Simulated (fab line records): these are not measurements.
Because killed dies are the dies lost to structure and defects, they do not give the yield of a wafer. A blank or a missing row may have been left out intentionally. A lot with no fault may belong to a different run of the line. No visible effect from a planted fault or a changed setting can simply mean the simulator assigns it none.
fab line records	flow gf180mcu	part 1 of 2: steps 1 to 25 of 34
record: lots: 5	wafers: 15	last-day: 34
route steps=602 shown MIM@505 M5@526
lots untouched by any fault: they come from a run of this same line in which no faults occurred
start-h: hours from the record's first day to the start of the lot's first wafer shown	wait-h: how many hours have passed since the lot's step before this one	" same as the row above	L1.1+2: several wafers, shown together as one row	- either no value or no given start	* or withheld: withheld	< > ~ a bound
route shown NAME@n: a module of which the file shows steps, and the number in the route of the first	usual: mean/standard deviation of fault-free wafers	same: alike in all rows	chamber/n: place in a boat	sites: per-site readings	_std_site: standard deviation across them	_edge_site: mean of outer sites minus mean of inner sites	radius-mm: how far each site lies from the wafer's centre	mask NAME#n: copy n	behind: the most recent tool/chamber to have shaped the wafer	hold: reason for holding the lot/hours on hold/outcome of the hold	device: names the non-switching transistor (n, p or np)	end of line: the same wafers' tests at the end of the route	a step without rows: its recipe alone	killed: dies lost to structure and defects at the first sort, not the wafer's yield	map: dies across one wafer; x = killed, . = not, _ = none there
set.NAME: setting as actually run; set.NAME@STEP: the setting as run at that earlier step	model.NAME: the simulator's own value behind a step, which no gauge read
a table for each step, a row for each wafer; lots at some steps of the route
services: when a tool's chamber went out of use (start-h, in hours from the record's first day, below 0 if earlier), for how many hours, and the reason
== steps ==
step: GF_MIM_SPUTTER_02
recipe: material: AlCu	target-thk-nm: 450	power-w: 10600	time-s: 23.9	chamber-pressure-pa: 0.4
usual: throttle-valve-pct: 29.2/0.96
lot.wafer	tool	chamber	start-h	wait-h	throttle-valve-pct
L080.1	pvd-sputter-03	-	617.46	0.0	29.6
L080.3	"	-	"	"	30.8
L080.5	"	-	"	"	30.7
L092.3	pvd-sputter-04	-	701.98	0.0	28.6
L092.4	"	-	"	"	29.6
L092.5	"	-	"	"	28.8
L093.2	pvd-sputter-01	-	706.06	0.0	30.4
L093.4	"	-	"	"	28.3
L093.6	"	-	"	"	28.9
L096.2	pvd-sputter-04	-	723.86	0.0	28.8
L096.3	"	-	"	"	29.9
L096.6	"	-	"	"	29.8
L097.1	pvd-sputter-03	-	726.28	0.0	28.7
L097.5	"	-	"	"	29.5
L097.6	"	-	"	"	30.8
step: GF_MIM_SPUTTER_03
recipe: material: Ti	target-thk-nm: 10	substrate-temp-c: 300	chamber-pressure-pa: 0.3	power-w: 3000	time-s: 6.7
usual: throttle-valve-pct: 29.2/0.93
lot.wafer	tool	chamber	start-h	wait-h	throttle-valve-pct
L080.1	pvd-sputter-03	-	617.49	0.0	29.6
L080.3	"	-	"	"	30.4
L080.5	"	-	"	"	30.9
L092.3	pvd-sputter-04	-	702.01	0.0	28.6
L092.4	"	-	"	"	28.8
L092.5	"	-	"	"	28.6
L093.2	pvd-sputter-01	-	706.09	0.0	30.5
L093.4	"	-	"	"	28.6
L093.6	"	-	"	"	28.8
L096.2	pvd-sputter-04	-	723.90	0.0	28.8
L096.3	"	-	"	"	30.0
L096.6	"	-	"	"	29.8
L097.1	pvd-sputter-03	-	726.31	0.0	28.7
L097.5	"	-	"	"	29.6
L097.6	"	-	"	"	30.7
step: GF_MIM_SPUTTER_04
recipe: material: TiN	target-thk-nm: 50	power-w: 6500	time-s: 41.7	chamber-pressure-pa: 0.4
usual: throttle-valve-pct: 29.2/0.94
lot.wafer	tool	chamber	start-h	wait-h	throttle-valve-pct
L080.1	pvd-sputter-03	-	617.51	0.0	29.6
L080.3	"	-	"	"	30.9
L080.5	"	-	"	"	30.7
L092.3	pvd-sputter-04	-	702.03	0.0	28.4
L092.4	"	-	"	"	29.1
L092.5	"	-	"	"	28.8
L093.2	pvd-sputter-01	-	706.11	0.0	30.1
L093.4	"	-	"	"	28.4
L093.6	"	-	"	"	28.9
L096.2	pvd-sputter-04	-	723.92	0.0	28.8
L096.3	"	-	"	"	30.0
L096.6	"	-	"	"	29.6
L097.1	pvd-sputter-03	-	726.33	0.0	29.0
L097.5	"	-	"	"	29.8
L097.6	"	-	"	"	30.7
step: GF_MIM_CVD_05
recipe: material: Si3N4	target-thk-nm: 42	temp-max-c: 400	temp-c: 385	time-s: 29.086	rf-w: 450
usual: heater-power-w: 645/65
lot.wafer	tool	chamber	start-h	wait-h	heater-power-w	since-wet-clean-h
L080.1	pecvd-02	0	617.55	0.0	766	443
L080.3	"	2	"	"	639	443
L080.5	"	1	"	"	678	-
L092.3	pecvd-01	2	702.07	0.0	608	736
L092.4	"	1	"	"	724	-
L092.5	"	0	"	"	659	-
L093.2	pecvd-02	2	706.15	0.0	554	532
L093.4	"	0	"	"	765	-
L093.6	"	1	"	"	583	-
L096.2	pecvd-01	1	723.96	0.0	645	758
L096.3	"	2	"	"	590	758
L096.6	"	1	"	"	657	-
L097.1	pecvd-01	0	726.37	0.0	736	760
L097.5	"	1	"	"	687	-
L097.6	"	0	"	"	714	-
step: GF_MIM_THK_MEAS_06
recipe: reads: Si3N4_of_MIM_CVD_05
usual: MIM_CVD_05_THK: 42.1/0.6
lot.wafer	tool	chamber	start-h	wait-h	MIM_CVD_05_THK[nm]
L080.1	film-metro-03	-	617.58	0.0	42.5
L080.3	"	-	"	"	42.4
L080.5	"	-	"	"	42.6
L092.3	film-metro-04	-	702.13	0.0	41.3
L092.4	"	-	"	"	42.8
L092.5	"	-	"	"	42.1
L093.2	film-metro-04	-	706.19	0.0	42.1
L093.4	"	-	"	"	42.4
L093.6	"	-	"	"	42.1
L096.2	film-metro-01	-	724.01	0.0	41.7
L096.3	"	-	"	"	41.7
L096.6	"	-	"	"	42.4
L097.1	film-metro-03	-	726.41	0.0	41.3
L097.5	"	-	"	"	41.7
L097.6	"	-	"	"	42.2
step: GF_MIM_SPUTTER_07
recipe: material: TiN	target-thk-nm: 60	power-w: 6500	time-s: 50	chamber-pressure-pa: 0.4
usual: throttle-valve-pct: 29.3/0.82
lot.wafer	tool	chamber	start-h	wait-h	throttle-valve-pct
L080.1	pvd-sputter-03	-	617.64	0.1	30.7
L080.3	"	-	"	"	29.0
L080.5	"	-	"	"	30.7
L092.3	pvd-sputter-01	-	702.17	0.0	27.4
L092.4	"	-	"	"	30.3
L092.5	"	-	"	"	28.6
L093.2	pvd-sputter-04	-	706.24	0.0	29.9
L093.4	"	-	"	"	28.8
L093.6	"	-	"	"	29.6
L096.2	pvd-sputter-01	-	724.06	0.0	30.3
L096.3	"	-	"	"	29.5
L096.6	"	-	"	"	29.2
L097.1	pvd-sputter-04	-	726.47	0.1	30.0
L097.5	"	-	"	"	30.1
L097.6	"	-	"	"	28.9
step: GF_MIM_SPUTTER_08
recipe: material: AlCu	target-thk-nm: 200	power-w: 10600	time-s: 10.6	chamber-pressure-pa: 0.4
usual: throttle-valve-pct: 29.3/0.82
lot.wafer	tool	chamber	start-h	wait-h	throttle-valve-pct
L080.1	pvd-sputter-03	-	617.68	0.0	30.8
L080.3	"	-	"	"	28.7
L080.5	"	-	"	"	30.7
L092.3	pvd-sputter-01	-	702.21	0.0	27.2
L092.4	"	-	"	"	30.6
L092.5	"	-	"	"	29.0
L093.2	pvd-sputter-04	-	706.28	0.0	30.0
L093.4	"	-	"	"	28.7
L093.6	"	-	"	"	29.8
L096.2	pvd-sputter-01	-	724.10	0.0	30.4
L096.3	"	-	"	"	29.4
L096.6	"	-	"	"	29.3
L097.1	pvd-sputter-04	-	726.51	0.0	29.8
L097.5	"	-	"	"	29.8
L097.6	"	-	"	"	28.7
step: GF_MIM_SPUTTER_09
recipe: material: TiN	target-thk-nm: 35	power-w: 6500	time-s: 29.2	chamber-pressure-pa: 0.4
usual: throttle-valve-pct: 29.3/0.81
lot.wafer	tool	chamber	start-h	wait-h	throttle-valve-pct
L080.1	pvd-sputter-03	-	617.71	0.0	30.8
L080.3	"	-	"	"	29.0
L080.5	"	-	"	"	30.6
L092.3	pvd-sputter-01	-	702.23	0.0	27.3
L092.4	"	-	"	"	30.2
L092.5	"	-	"	"	28.9
L093.2	pvd-sputter-04	-	706.31	0.0	30.1
L093.4	"	-	"	"	28.5
L093.6	"	-	"	"	29.9
L096.2	pvd-sputter-01	-	724.12	0.0	30.4
L096.3	"	-	"	"	29.4
L096.6	"	-	"	"	29.1
L097.1	pvd-sputter-04	-	726.53	0.0	29.9
L097.5	"	-	"	"	29.9
L097.6	"	-	"	"	28.8
step: GF_MIM_RS_MEAS_10
recipe: thk-meas-gauge: four-point-probe	reads: TiN_of_MIM_SPUTTER_09+AlCu_of_MIM_SPUTTER_08+TiN_of_MIM_SPUTTER_07
usual: MIM_ALCU_RS: 0.1603/0.0022
lot.wafer	tool	chamber	start-h	wait-h	MIM_ALCU_RS[ohm/sq]
L080.1	film-metro-01	-	617.74	0.0	0.1619
L080.3	"	-	"	"	0.1594
L080.5	"	-	"	"	0.1617
L092.3	film-metro-01	-	702.31	0.1	0.1573
L092.4	"	-	"	"	0.1592
L092.5	"	-	"	"	0.1586
L093.2	film-metro-01	-	706.36	0.0	0.1605
L093.4	"	-	"	"	0.1590
L093.6	"	-	"	"	0.1588
L096.2	film-metro-04	-	724.18	0.0	0.1587
L096.3	"	-	"	"	0.1592
L096.6	"	-	"	"	0.1612
L097.1	film-metro-03	-	726.57	0.0	0.1592
L097.5	"	-	"	"	0.1580
L097.6	"	-	"	"	0.1576
step: GF_MIM_THK_MEAS_11
recipe: thk-meas-gauge: xrf	reads: AlCu_of_MIM_SPUTTER_08
usual: MIM_ALCU_THK: 197.4/2.6
lot.wafer	tool	chamber	start-h	wait-h	MIM_ALCU_THK[nm]
L080.1	film-metro-01	-	617.86	0.1	196.3
L080.3	"	-	"	"	200.3
L080.5	"	-	"	"	196.8
L092.3	film-metro-01	-	702.41	0.1	200.6
L092.4	"	-	"	"	198.7
L092.5	"	-	"	"	199.4
L093.2	film-metro-01	-	706.47	0.1	197.3
L093.4	"	-	"	"	199.3
L093.6	"	-	"	"	198.2
L096.2	film-metro-04	-	724.29	0.1	198.6
L096.3	"	-	"	"	199.1
L096.6	"	-	"	"	195.2
L097.1	film-metro-03	-	726.69	0.1	199.2
L097.5	"	-	"	"	200.4
L097.6	"	-	"	"	199.9
step: GF_MIM_DEHYDRATE_12
recipe: temp-c: 200	time-s: 60
usual: resist-line-temp-C: 23.01/0.1
lot.wafer	tool	chamber	start-h	wait-h	resist-line-temp-C
L080.1	litho-track-04	0	627.09	9.2	22.98
L080.3	"	0	"	"	23.02
L080.5	"	0	"	"	22.98
L092.3	litho-track-01	0	710.77	8.4	23.09
L092.4	"	0	"	"	23.04
L092.5	"	0	"	"	23.06
L093.2	litho-track-01	0	714.70	8.2	22.98
L093.4	"	0	"	"	23.19
L093.6	"	0	"	"	23.04
L096.2	litho-track-04	0	732.32	8.0	23.01
L096.3	"	0	"	"	23.15
L096.6	"	0	"	"	23.29
L097.1	litho-track-03	0	734.78	8.1	22.98
L097.5	"	0	"	"	22.99
L097.6	"	0	"	"	23.13
step: GF_MIM_HMDS_13
recipe: prime-time-s: 60	prime-temp-c: 120
usual: resist-line-temp-C: 23.01/0.093
lot.wafer	tool	chamber	start-h	wait-h	resist-line-temp-C
L080.1	litho-track-04	0	627.24	0.1	22.99
L080.3	"	0	"	"	23.14
L080.5	"	0	"	"	23.06
L092.3	litho-track-01	0	710.92	0.1	23.12
L092.4	"	0	"	"	22.96
L092.5	"	0	"	"	23.00
L093.2	litho-track-01	0	714.85	0.1	22.95
L093.4	"	0	"	"	22.98
L093.6	"	0	"	"	22.97
L096.2	litho-track-04	0	732.47	0.1	22.91
L096.3	"	0	"	"	23.15
L096.6	"	0	"	"	23.11
L097.1	litho-track-03	0	734.93	0.1	22.99
L097.5	"	0	"	"	23.02
L097.6	"	0	"	"	22.99
step: GF_MIM_COAT_14
recipe: resist: NOVOLAK	spin-rpm: 3000	resist-thk-nm: 1000
usual: resist-line-temp-C: 23.02/0.12
lot.wafer	tool	chamber	start-h	wait-h	resist-line-temp-C
L080.1	litho-track-04	0	627.39	0.1	22.85
L080.3	"	0	"	"	22.81
L080.5	"	0	"	"	23.00
L092.3	litho-track-01	0	711.07	0.1	22.97
L092.4	"	0	"	"	23.04
L092.5	"	0	"	"	23.15
L093.2	litho-track-01	0	715.00	0.1	23.09
L093.4	"	0	"	"	23.05
L093.6	"	0	"	"	23.07
L096.2	litho-track-04	0	732.62	0.1	22.88
L096.3	"	0	"	"	23.02
L096.6	"	0	"	"	23.04
L097.1	litho-track-03	0	735.08	0.1	23.17
L097.5	"	0	"	"	23.16
L097.6	"	0	"	"	23.05
step: GF_MIM_SOFTBAKE_15
recipe: temp-c: 90	time-s: 60	resist: NOVOLAK
usual: resist-line-temp-C: 22.98/0.11
lot.wafer	tool	chamber	start-h	wait-h	resist-line-temp-C
L080.1	litho-track-04	0	627.54	0.1	22.94
L080.3	"	0	"	"	22.97
L080.5	"	0	"	"	22.97
L092.3	litho-track-01	0	711.22	0.1	22.95
L092.4	"	0	"	"	22.91
L092.5	"	0	"	"	23.01
L093.2	litho-track-01	0	715.15	0.1	22.85
L093.4	"	0	"	"	22.98
L093.6	"	0	"	"	22.86
L096.2	litho-track-04	0	732.77	0.1	23.02
L096.3	"	0	"	"	22.91
L096.6	"	0	"	"	22.90
L097.1	litho-track-03	0	735.23	0.1	22.90
L097.5	"	0	"	"	22.88
L097.6	"	0	"	"	22.96
step: GF_MIM_EXPOSE_16
recipe: mask-id: FuseTop	target-cd-nm: 2000	na: 0.6	source-shape: conventional	sigma-outer: 0.6	dose-mj: 140
usual: stage-vel-mm-s: 499.97/0.26
lot.wafer	tool	chamber	start-h	wait-h	mask	stage-vel-mm-s
L080.1	iline-stepper-01	0	-	-	FuseTop#0	499.92
L080.3	"	0	"	"	FuseTop#0	499.78
L080.5	"	0	"	"	FuseTop#0	500.14
L092.3	iline-stepper-01	0	-	-	FuseTop#0	499.85
L092.4	"	0	"	"	FuseTop#0	499.96
L092.5	"	0	"	"	FuseTop#0	499.84
L093.2	iline-stepper-01	0	-	-	FuseTop#0	499.52
L093.4	"	0	"	"	FuseTop#0	499.92
L093.6	"	0	"	"	FuseTop#0	500.07
L096.2	iline-stepper-01	0	-	-	FuseTop#0	500.17
L096.3	"	0	"	"	FuseTop#0	500.14
L096.6	"	0	"	"	FuseTop#0	499.81
L097.1	iline-stepper-01	0	-	-	FuseTop#0	499.73
L097.5	"	0	"	"	FuseTop#0	500.21
L097.6	"	0	"	"	FuseTop#0	499.80
step: GF_MIM_PEB_17
recipe: temp-c: withheld	time-s: *	resist: NOVOLAK
usual: resist-line-temp-C: *
lot.wafer	tool	chamber	start-h	wait-h	resist-line-temp-C
L080.1	litho-track-03	0	-	-	*
L080.3	"	0	"	"	*
L080.5	"	0	"	"	*
L092.3	litho-track-03	0	-	-	*
L092.4	"	0	"	"	*
L092.5	"	0	"	"	*
L093.2	litho-track-01	0	-	-	*
L093.4	"	0	"	"	*
L093.6	"	0	"	"	*
L096.2	litho-track-03	0	-	-	*
L096.3	"	0	"	"	*
L096.6	"	0	"	"	*
L097.1	litho-track-01	0	-	-	*
L097.5	"	0	"	"	*
L097.6	"	0	"	"	*
step: GF_MIM_DEVELOP_18
recipe: develop-time-s: 60	dev-temp-c: 23
usual: resist-line-temp-C: 23.01/0.12
lot.wafer	tool	chamber	start-h	wait-h	resist-line-temp-C
L080.1	litho-track-03	0	637.73	0.1	23.02
L080.3	"	0	"	"	23.13
L080.5	"	0	"	"	23.28
L092.3	litho-track-03	0	720.13	0.1	22.93
L092.4	"	0	"	"	22.97
L092.5	"	0	"	"	23.08
L093.2	litho-track-01	0	723.90	0.1	22.98
L093.4	"	0	"	"	23.10
L093.6	"	0	"	"	23.14
L096.2	litho-track-03	0	740.96	0.1	23.05
L096.3	"	0	"	"	23.29
L096.6	"	0	"	"	23.06
L097.1	litho-track-01	0	743.72	0.1	23.14
L097.5	"	0	"	"	23.21
L097.6	"	0	"	"	23.20
step: GF_MIM_METAL_ETCH_19
recipe: chemistry: Cl2/BCl3	mask-material: NOVOLAK	stop-on: Si3N4	target-depth-nm: 324.5	pressure-mtorr: 8	icp-w: 800	bias-w: 140	Cl2_flow_sccm: 80	bcl3-flow-sccm: 40	time-s: 54.1
usual: drypump-motor-current-A: 5.7/0.39	oes-product-au: 0.940/0.0072	throttle-valve-pct: 28.284/0.012
lot.wafer	tool	chamber	start-h	wait-h	drypump-motor-current-A	oes-product-au	rf-hours-counter-h	throttle-valve-pct
L080.1	rie-metal-02	0	637.88	0.1	6.3	0.942	12	28.288
L080.3	"	1	"	"	5.5	0.945	-	28.275
L080.5	"	1	"	"	5.5	0.938	-	28.285
L092.3	rie-metal-02	1	720.28	0.1	5.6	0.948	-	28.277
L092.4	"	1	"	"	5.6	0.940	-	28.280
L092.5	"	1	"	"	5.5	0.938	-	28.280
L093.2	rie-metal-03	0	724.02	0.1	5.7	0.948	15	28.266
L093.4	"	1	"	"	5.7	0.940	-	28.280
L093.6	"	1	"	"	5.7	0.945	-	28.277
L096.2	rie-metal-01	0	741.08	0.1	6.0	0.950	6	28.276
L096.3	"	0	"	"	6.0	0.945	-	28.295
L096.6	"	0	"	"	6.1	0.938	-	28.295
L097.1	rie-metal-01	0	743.87	0.1	6.1	0.933	6	28.287
L097.5	"	1	"	"	5.1	0.944	-	28.280
L097.6	"	0	"	"	6.0	0.932	-	28.282
step: GF_MIM_STRIP_20
recipe: chemistry: O2/N2	power-w: 1400	pressure-mtorr: 1500	platen-temp-c: 250	o2-flow-sccm: 3000	n2-flow-sccm: 300	overash-fraction: 0.5
usual: drypump-motor-current-A: 5.7/0.44	heater-power-w: 321/21	oes-product-au: 0.693/0.0051	strip-time-to-endpoint-s: 11.22/0.057
lot.wafer	tool	chamber	start-h	wait-h	drypump-motor-current-A	heater-power-w	oes-product-au	rf-hours-counter-h	strip-time-to-endpoint-s
L080.1	plasma-asher-04	1	637.96	0.0	5.3	303	0.693	104	11.15
L080.3	"	1	"	"	5.2	297	0.692	-	11.23
L080.5	"	1	"	"	5.2	304	0.696	-	11.24
L092.3	plasma-asher-02	0	720.41	0.1	5.9	303	0.694	-	11.19
L092.4	"	1	"	"	6.4	367	0.688	-	11.15
L092.5	"	1	"	"	6.4	352	0.683	-	11.17
L093.2	plasma-asher-01	0	724.09	0.0	5.5	347	0.692	98	11.21
L093.4	"	0	"	"	5.6	358	0.686	-	11.18
L093.6	"	0	"	"	5.5	350	0.697	-	11.14
L096.2	plasma-asher-01	0	741.19	0.1	5.6	357	0.691	101	11.13
L096.3	"	0	"	"	5.6	345	0.691	-	11.16
L096.6	"	0	"	"	5.5	343	0.693	-	11.14
L097.1	plasma-asher-01	1	743.94	0.0	6.0	305	0.694	101	11.32
L097.5	"	0	"	"	5.5	356	0.695	-	11.29
L097.6	"	1	"	"	6.1	311	0.698	-	11.31
step: GF_MIM_STRIP_21
recipe: chemistry: post-etch-residue-remover	time-s: 1200	temp-c: 72.5
lot.wafer	tool	chamber	start-h	wait-h
L080.1+3+5	wet-bench-04	1	638.06	0.1
L092.3+4+5	wet-bench-02	3	720.47	0.0
L093.2+4+6	wet-bench-03	1	724.19	0.1
L096.2+3+6	wet-bench-02	2	741.29	0.1
L097.1+5+6	wet-bench-02	2	744.04	0.1
step: GF_MIM_CLEAN_22
recipe: chemistry: DIW	dry: n2-spin
lot.wafer	tool	chamber	start-h	wait-h
L080.1+3+5	wet-bench-03	0	638.41	0.0
L092.3+4+5	wet-bench-04	1	720.82	0.0
L093.2+4+6	wet-bench-04	0	724.54	0.0
L096.2+3+6	wet-bench-03	1	741.70	0.0
L097.1+5+6	wet-bench-04	2	744.45	0.0
step: GF_M5_DEHYDRATE_00
recipe: temp-c: 200	time-s: 60
usual: resist-line-temp-C: 23.01/0.11
lot.wafer	tool	chamber	start-h	wait-h	resist-line-temp-C
L080.1	litho-track-04	0	647.09	8.6	22.95
L080.3	"	0	"	"	22.93
L080.5	"	0	"	"	23.09
L092.3	litho-track-01	0	728.57	7.7	23.11
L092.4	"	0	"	"	22.85
L092.5	"	0	"	"	22.87
L093.2	litho-track-02	0	732.33	7.7	23.07
L093.4	"	0	"	"	23.16
L093.6	"	0	"	"	23.13
L096.2	litho-track-04	0	749.17	7.4	23.31
L096.3	"	0	"	"	23.05
L096.6	"	0	"	"	23.21
L097.1	litho-track-02	0	752.31	7.8	23.07
L097.5	"	0	"	"	23.09
L097.6	"	0	"	"	23.09
step: GF_M5_HMDS_01
recipe: prime-time-s: 60	prime-temp-c: 120
usual: resist-line-temp-C: 22.99/0.1
lot.wafer	tool	chamber	start-h	wait-h	resist-line-temp-C
L080.1	litho-track-04	0	647.24	0.1	22.91
L080.3	"	0	"	"	22.83
L080.5	"	0	"	"	22.89
L092.3	litho-track-01	0	728.72	0.1	22.94
L092.4	"	0	"	"	23.01
L092.5	"	0	"	"	23.03
L093.2	litho-track-02	0	732.48	0.1	22.95
L093.4	"	0	"	"	22.96
L093.6	"	0	"	"	23.06
L096.2	litho-track-04	0	749.32	0.1	22.97
L096.3	"	0	"	"	23.09
L096.6	"	0	"	"	22.86
L097.1	litho-track-02	0	752.46	0.1	22.95
L097.5	"	0	"	"	22.90
L097.6	"	0	"	"	23.04
step: GF_M5_COAT_02
recipe: resist: KrF	spin-rpm: withheld	resist-thk-nm: 1000
usual: resist-line-temp-C: 23.02/0.11
lot.wafer	tool	chamber	start-h	wait-h	resist-line-temp-C
L080.1	litho-track-04	0	647.39	0.1	23.05
L080.3	"	0	"	"	23.17
L080.5	"	0	"	"	23.29
L092.3	litho-track-01	0	728.87	0.1	23.12
L092.4	"	0	"	"	23.02
L092.5	"	0	"	"	22.97
L093.2	litho-track-02	0	732.63	0.1	22.88
L093.4	"	0	"	"	23.19
L093.6	"	0	"	"	23.13
L096.2	litho-track-04	0	749.47	0.1	22.95
L096.3	"	0	"	"	22.86
L096.6	"	0	"	"	22.99
L097.1	litho-track-02	0	752.61	0.1	22.99
L097.5	"	0	"	"	23.06
L097.6	"	0	"	"	23.04
step: GF_M5_SOFTBAKE_03
recipe: temp-c: 130	time-s: 60	resist: KrF
usual: resist-line-temp-C: 22.98/0.11
lot.wafer	tool	chamber	start-h	wait-h	resist-line-temp-C
L080.1	litho-track-04	0	647.54	0.1	23.02
L080.3	"	0	"	"	23.04
L080.5	"	0	"	"	22.95
L092.3	litho-track-01	0	729.02	0.1	22.91
L092.4	"	0	"	"	22.93
L092.5	"	0	"	"	22.89
L093.2	litho-track-02	0	732.78	0.1	22.80
L093.4	"	0	"	"	22.79
L093.6	"	0	"	"	22.71
L096.2	litho-track-04	0	749.62	0.1	23.08
L096.3	"	0	"	"	22.98
L096.6	"	0	"	"	23.00
L097.1	litho-track-02	0	752.76	0.1	22.84
L097.5	"	0	"	"	22.88
L097.6	"	0	"	"	23.05
